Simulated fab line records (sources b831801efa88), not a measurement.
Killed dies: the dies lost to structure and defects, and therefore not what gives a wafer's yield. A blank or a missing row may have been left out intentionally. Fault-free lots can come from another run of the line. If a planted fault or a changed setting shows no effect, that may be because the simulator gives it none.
Split-lot study | flow sky130 | on a route of 708 steps: 5 lots, 23 wafers read

== SPLIT DETAILS ==
At SKY_METAL4_SPUTTER_00 (material Ti, target thk 15 nm, time 10 s), the setting time_s was moved away from the recipe's 10 s on 7 of the 23 wafers read, by -8.9% to +12.4%. All remaining wafers had this setting at the recipe value.

The reading is taken at the split's own step.

== THE READING ==
Ti_of_METAL4_SPUTTER_00.thk_nm (the simulator's own value, which no gauge read), in nm, at SKY_METAL4_SPUTTER_00 (material Ti, target thk 15 nm, time 10 s). The file gives no usual value for it. The 16 wafers here that ran the recipe average 14.92 nm, standard deviation 0.19 nm.

wafer  | tool, chamber at the split | time_s as run, s | against the recipe | Ti_of_METAL4_SPUTTER_00.thk_nm, nm | against lot-mates on the recipe
L074.1 | pvd_sputter-01, -          | 11.24            | +12.4%             | 16.42                              | +1.58
L074.2 | pvd_sputter-01, -          | 10               | recipe             | 14.74                              | -
L074.3 | pvd_sputter-01, -          | 10               | recipe             | 14.94                              | -
L074.4 | pvd_sputter-01, -          | 11.24            | +12.4%             | 16.63                              | +1.79
L074.6 | pvd_sputter-01, -          | 10               | recipe             | 14.83                              | -
L076.2 | pvd_sputter-03, -          | 9.113            | -8.9%              | 13.9                               | -1.26
L076.3 | pvd_sputter-03, -          | 10               | recipe             | 15.14                              | -
L076.4 | pvd_sputter-03, -          | 10               | recipe             | 15.19                              | -
L076.5 | pvd_sputter-03, -          | 9.113            | -8.9%              | 13.59                              | -1.57
L076.6 | pvd_sputter-03, -          | 9.113            | -8.9%              | 13.89                              | -1.27
L078.1 | pvd_sputter-03, -          | 10               | recipe             | 14.9                               | -
L078.2 | pvd_sputter-03, -          | 10               | recipe             | 15.1                               | -
L078.3 | pvd_sputter-03, -          | 10               | recipe             | 14.63                              | -
L078.4 | pvd_sputter-03, -          | 10               | recipe             | 14.98                              | -
L078.6 | pvd_sputter-03, -          | 10               | recipe             | 14.52                              | -
L080.2 | pvd_sputter-04, -          | 10               | recipe             | 14.96                              | -
L080.4 | pvd_sputter-04, -          | 10               | recipe             | 15.04                              | -
L080.6 | pvd_sputter-04, -          | 10               | recipe             | 14.76                              | -
L084.1 | pvd_sputter-01, -          | 10.48            | +4.8%              | 15.78                              | +0.78
L084.2 | pvd_sputter-01, -          | 10               | recipe             | 15.17                              | -
L084.3 | pvd_sputter-01, -          | 10               | recipe             | 14.95                              | -
L084.4 | pvd_sputter-01, -          | 10.48            | +4.8%              | 15.61                              | +0.61
L084.6 | pvd_sputter-01, -          | 10               | recipe             | 14.89                              | -

THE FIT
A straight line over all 23 wafers: Ti_of_METAL4_SPUTTER_00.thk_nm changes by +0.131 nm for each +1% of time_s; r = +0.97; the points scatter about the line by 0.18 nm.
The same after taking each lot's own level away (the mean of its wafers on the recipe; 23 wafers): +0.144 nm for each +1%; r = +0.98; scatter 0.15 nm.
Per that fit: largest time_s move, reading shift of 1.8 nm.
Measured against the standard deviation above, the lots' own levels, which go from 14.826 to 15.165 nm, span 1.8 times it.
The two slopes are in agreement: the lot-to-lot level therefore moves the slope only a little.
Check: for one of the wafers moved furthest among these (+12.4%), held out of the fit, the line's prediction against its lot-mates is +1.85 nm. Against them it came out at +1.58 nm.

== ADDITIONAL SPLITS CARRIED BY THESE WAFERS ==
Note: prior to the reading, these wafers also went through further splits. Each is held against what the fit with the lots' levels taken away leaves over:
other split on the same wafers     | wafers away from the commonest value | r with Ti_of_METAL4_SPUTTER_00.thk_nm (lot level and that fit taken away)
SKY_CAPM_SPUTTER_02 power_w        | 11                                   | +0.02
SKY_METAL3_EXPOSE_10 dose_mj       | 9                                    | -0.21
SKY_METAL3_ETCH_16 bias_w          | 11                                   | +0.22
SKY_VIA3_CMP_02 leave_above_ref_nm | 4                                    | +0.01
SKY_VIA3_SOFTBAKE_08 temp_c        | 11                                   | -0.11
SKY_VIA3_SPUTTER_20 time_s         | 6                                    | -0.04

== THE FILE'S OWN FIT ==
Ti_of_METAL4_SPUTTER_00.thk_nm changes by +0.143 nm for each +1% of time_s, r = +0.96.
